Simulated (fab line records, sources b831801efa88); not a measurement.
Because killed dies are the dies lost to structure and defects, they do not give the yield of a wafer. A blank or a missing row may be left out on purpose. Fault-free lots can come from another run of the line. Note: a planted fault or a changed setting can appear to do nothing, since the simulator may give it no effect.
fab line records	flow gf180mcu
record lots=14	wafers=42	lastDay=33
route steps=602 shown V1@358
lots that met no fault: taken from a fault-free run of the same line
startH: the number of hours between the record's first day and the start of the first shown wafer of the lot	waitH: how many hours have passed since the lot's step before this one	" identical to the entry in the row above	L1.1+2: a row that stands for several wafers	- either no value or no given start	* or withheld: withheld	< > ~ a bound
route shown NAME@n: a module of which the file shows steps, and the number in the route of the first	usual: mean/standard deviation of fault-free wafers	same: alike in all rows	chamber/n: place in a boat	sites: each site's reading	_std_site: standard deviation of those values	_edge_site: inner sites' mean taken away from outer sites' mean	radiusMm: for every site, how far away it sits from the centre of the wafer	mask NAME#n: copy n	behind: the most recent tool/chamber to have shaped the wafer	hold: cause of the lot's hold/its duration in hours/its outcome	device: transistor that didn't switch, given as n, p or np	end of line: the tests these same wafers got at the end of their route	for a step that has no rows: nothing shown but its recipe	killed: dies lost to structure and defects at the first sort, not the wafer's yield	map: the dies of a wafer, with x for killed, . for not killed, _ for no die there
set.NAME: the setting as run; set.NAME@STEP: as run at that earlier step	model.NAME: the simulator's own value behind a step, which no gauge read
route steps across a sampled set of lots; one table per step, one row per wafer
services: from which hour (startH, from the record's first day; less than 0 if before it) a tool's chamber was out of use, for how many hours, and why
## steps
# step GF_V1_CVD_23
# recipe material=W	targetThkNm=350	timeS=105.05	tempC=400	pressureTorr=40
# usual heaterPowerW=844/82
lot.wafer	tool	chamber	startH	waitH	heaterPowerW
L913.1	cvdW-02	0	410.56	0.0	849
L913.3	"	1	"	"	850
L913.6	"	1	"	"	866
L914.2	cvdW-01	0	417.78	0.0	739
L914.4	"	0	"	"	736
L914.5	"	0	"	"	728
L915.1	cvdW-02	1	434.27	0.0	839
L915.3	"	0	"	"	823
L915.5	"	0	"	"	840
L916.2	cvdW-01	1	435.61	0.0	962
L916.4	"	0	"	"	733
L916.5	"	0	"	"	716
L917.1	cvdW-02	1	450.30	0.0	853
L917.3	"	1	"	"	838
L917.5	"	0	"	"	814
L918.3	cvdW-01	0	459.09	0.1	721
L918.5	"	1	"	"	951
L918.6	"	0	"	"	712
L920.1	cvdW-01	1	485.04	0.0	939
L920.3	"	1	"	"	958
L920.5	"	1	"	"	955
L921.1	cvdW-02	0	488.97	0.0	813
L921.3	"	0	"	"	826
L921.5	"	1	"	"	849
L922.3	cvdW-01	0	497.68	0.1	751
L922.4	"	1	"	"	939
L922.6	"	1	"	"	969
L924.1	cvdW-01	0	512.60	0.0	732
L924.4	"	0	"	"	741
L924.6	"	0	"	"	724
L925.1	cvdW-01	1	520.35	0.0	958
L925.5	"	0	"	"	751
L925.6	"	1	"	"	921
L929.1	cvdW-02	1	554.14	0.0	842
L929.2	"	0	"	"	847
L929.3	"	0	"	"	841
L931.3	cvdW-02	0	569.75	0.1	852
L931.5	"	1	"	"	853
L931.6	"	0	"	"	850
L933.1	cvdW-02	0	577.18	0.0	846
L933.5	"	1	"	"	843
L933.6	"	0	"	"	855
# step GF_V1_RS_MEAS_24
# recipe thkMeasGauge=four-point-probe	reads=W_of_V1_CVD_23+TiN_of_V1_SPUTTER_22+Ti_of_V1_SPUTTER_21
# usual V1_W_RS=0.328/0.0036
lot.wafer	tool	chamber	startH	waitH	hold	V1_W_RS[ohm/sq]
L913.1	filmMetro-02	-	410.67	0.1	-	0.327
L913.3	"	-	"	"	-	0.322
L913.6	"	-	"	"	-	0.326
L914.2	filmMetro-04	-	417.91	0.1	-	0.329
L914.4	"	-	"	"	-	0.328
L914.5	"	-	"	"	-	0.327
L915.1	filmMetro-04	-	434.39	0.1	-	0.330
L915.3	"	-	"	"	-	0.333
L915.5	"	-	"	"	-	0.329
L916.2	filmMetro-03	-	435.74	0.1	-	0.323
L916.4	"	-	"	"	-	0.327
L916.5	"	-	"	"	-	0.326
L917.1	filmMetro-04	-	450.42	0.1	-	0.326
L917.3	"	-	"	"	-	0.330
L917.5	"	-	"	"	-	0.331
L918.3	filmMetro-04	-	459.21	0.1	-	0.330
L918.5	"	-	"	"	-	0.326
L918.6	"	-	"	"	-	0.334
L920.1	filmMetro-02	-	485.15	0.1	-	0.324
L920.3	"	-	"	"	-	0.327
L920.5	"	-	"	"	-	0.326
L921.1	filmMetro-03	-	489.08	0.1	-	0.324
L921.3	"	-	"	"	-	0.322
L921.5	"	-	"	"	-	0.326
L922.3	filmMetro-03	-	497.80	0.1	-	0.336
L922.4	"	-	"	"	-	0.327
L922.6	"	-	"	"	-	0.327
L924.1	filmMetro-04	-	512.71	0.1	-	0.328
L924.4	"	-	"	"	-	0.323
L924.6	"	-	"	"	-	0.327
L925.1	filmMetro-03	-	520.46	0.1	-	0.330
L925.5	"	-	"	"	-	0.331
L925.6	"	-	"	"	-	0.327
L929.1	filmMetro-04	-	554.25	0.1	-	0.330
L929.2	"	-	"	"	-	0.330
L929.3	"	-	"	"	-	0.332
L931.3	filmMetro-04	-	569.86	0.1	awaitDispo/0.2h/release	0.174
L931.5	"	-	"	"	awaitDispo/0.2h/release	0.333
L931.6	"	-	"	"	awaitDispo/0.2h/release	0.334
L931.3	filmMetro-04	-	570.15	0.3	-	0.174
L931.5	"	-	"	"	-	0.334
L931.6	"	-	"	"	-	0.335
L933.1	filmMetro-03	-	577.29	0.1	awaitDispo/0.2h/release	0.173
L933.5	"	-	"	"	awaitDispo/0.2h/release	0.327
L933.6	"	-	"	"	awaitDispo/0.2h/release	0.325
L933.1	filmMetro-03	-	577.58	0.3	-	0.173
L933.5	"	-	"	"	-	0.326
L933.6	"	-	"	"	-	0.325
# step GF_V1_CMP_26
# recipe stopOn=SiO2	downForcePsi=3.5	platenRpm=60	tOverpolishS=15	targetThkNm=0	padVelocityMS=0.94248
# usual motorCurrentA=11.3/1.5	timeToEndpointS=85/3.6
lot.wafer	tool	chamber	startH	waitH	hold	motorCurrentA	timeToEndpointS
L913.3	cmp-02	0	410.90	0.1	-	11.0	93
L913.1	"	1	"	"	-	12.2	89
L913.6	"	0	"	"	-	10.9	88
L914.2	cmp-02	1	418.12	0.1	-	12.9	85
L914.4	"	2	"	"	-	12.9	87
L914.5	"	0	"	"	-	10.7	84
L915.3	cmp-02	3	434.67	0.1	-	9.7	77
L915.1	"	0	"	"	-	10.9	82
L915.5	"	2	"	"	-	13.9	87
L916.2	cmp-02	0	435.90	0.0	-	10.8	85
L916.4	"	2	"	"	-	13.4	87
L916.5	"	0	"	"	-	10.9	84
L917.1	cmp-01	0	450.65	0.1	-	11.1	87
L917.3	"	2	"	"	-	10.5	81
L917.5	"	3	"	"	-	9.8	82
L918.3	cmp-02	1	459.44	0.1	-	12.6	82
L918.6	"	0	"	"	-	11.6	86
L918.5	"	1	"	"	-	12.4	86
L920.1	cmp-02	1	485.38	0.1	-	11.9	88
L920.3	"	2	"	"	-	13.6	86
L920.5	"	0	"	"	-	10.7	90
L921.1	cmp-01	3	489.26	0.1	-	10.1	80
L921.3	"	0	"	"	-	10.8	91
L921.5	"	3	"	"	-	9.6	82
L922.3	cmp-01	3	497.99	0.1	-	9.9	82
L922.4	"	0	"	"	-	10.7	89
L922.6	"	2	"	"	-	10.7	80
L924.1	cmp-01	0	513.14	0.3	-	10.9	91
L924.4	"	1	"	"	-	9.1	90
L924.6	"	3	"	"	-	9.7	81
L925.1	cmp-02	1	520.69	0.1	-	12.5	84
L925.6	"	0	"	"	-	11.0	82
L925.5	"	1	"	"	-	12.4	83
L929.2	cmp-02	2	554.43	0.0	-	14.2	89
L929.1	"	0	"	"	-	11.0	87
L929.3	"	1	"	"	-	12.4	84
L931.3	cmp-01	2	577.22	4.4	awaitDispo/3.9h/release	10.9	152
L931.5	"	2	"	"	awaitDispo/3.9h/release	10.4	78
L931.6	"	3	"	"	awaitDispo/3.9h/release	9.4	79
L933.1	cmp-02	3	589.70	3.9	awaitDispo/3.8h/release	9.6	153
L933.6	"	3	"	"	awaitDispo/3.8h/release	10.2	81
L933.5	"	0	"	"	awaitDispo/3.8h/release	11.4	89
## services
tool	chamber	startH	hours	kind
cvdW-01	-	390.00	14.0	pm
cvdW-01	0	390.00	14.0	ventCycle
cvdW-01	1	390.00	14.0	ventCycle
cvdW-01	0	404.00	-	clean
cvdW-01	1	404.00	-	clean
cmp-02	-	404.27	4.0	pm
cmp-01	-	405.36	3.6	repair
cmp-02	-	408.27	-	consumableReplace:conditioner
cmp-02	-	408.27	-	consumableReplace:pad
cmp-01	-	427.27	2.4	repair
cmp-01	-	451.44	3.9	repair
cmp-01	-	455.34	6.7	pm
cmp-01	-	511.30	1.7	repair
cvdW-01	-	513.03	4.3	pm
cmp-02	-	556.30	5.4	pm
cmp-02	-	566.81	1.6	repair
cmp-01	-	572.25	4.0	pm
cmp-01	-	576.25	-	consumableReplace:conditioner
cmp-01	-	576.25	-	consumableReplace:pad
cmp-01	-	589.61	6.9	repair
## key
firstSign step=GF_V1_RS_MEAS_24	reading=visit	direction=added
effect step=GF_V1_RS_MEAS_24	reading=V1_W_RS	direction=down	sigmas=43	usual=0.328	struck=0.173
effect step=GF_V1_CMP_26	reading=timeToEndpointS	direction=up	sigmas=19	usual=*	struck=*
metAt GF_V1_CVD_23
struckLots L931,L933
struckWafers L931.3,L933.1
onsetBetween 554.14 569.75
fault kind=processParameterDrift	tool=cvdW-02	chamber=-	onsetH=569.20	steps=GF_V1_CVD_23	channel=targetThkNm	offset=306.51	shape=step	endH=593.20	scope=struckWafersOnly	actsIn=theseRecipesOnly	stated=350
